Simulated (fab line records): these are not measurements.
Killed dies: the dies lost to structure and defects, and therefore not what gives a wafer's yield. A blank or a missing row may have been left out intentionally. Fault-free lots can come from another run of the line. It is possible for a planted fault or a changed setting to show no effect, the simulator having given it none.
Matching of chambers ; flow gf180mcu ; 3 sister chambers for GF_PASSIVATION_CVD_00 on pecvd-02
The step deposits SiO2 from TEOS, target thk 1000 nm, time 111.95 s. 6 wafers are shown with their chamber, then 8 later ones without.

== WAFERS PAIRED WITH THEIR CHAMBERS ==
wafer;chamber;heaterPowerW (W)
L075.6;2;587
L083.5;1;607
L087.4;1;616
L087.5;2;593
L087.6;0;810
L092.1;0;794

== WAFERS MISSING THEIR CHAMBER ==
wafer;heaterPowerW (W)
L092.4;858
L092.5;674
L093.4;694
L093.5;747
L093.6;828
L097.1;628
L097.2;756
L097.5;681

== EACH ONE'S CHAMBER ==
wafer;from the rows above;in truth
L092.4;0;0
L092.5;1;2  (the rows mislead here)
L093.4;1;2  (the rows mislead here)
L093.5;0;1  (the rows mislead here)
L093.6;0;0
L097.1;1;1
L097.2;0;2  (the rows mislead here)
L097.5;1;1
Placed correctly: 4 of 8. Left unplaced by these rows: 0. 4 placed wrongly.
How it was worked out, from the rows above alone: a wafer's distance from a chamber is the root of the sum, over the readings, of the square of ((its reading less the chamber's mean) divided by the reading's scatter). The wafer belongs to the nearest chamber; if the next one is less than 2 further off, it can't be placed. A chamber's mean is the mean of its shown wafers. How the scatter is found: for the shown wafers, subtract from each reading the mean of its chamber, square and add these, divide the total by (wafers less chambers), then take the root.
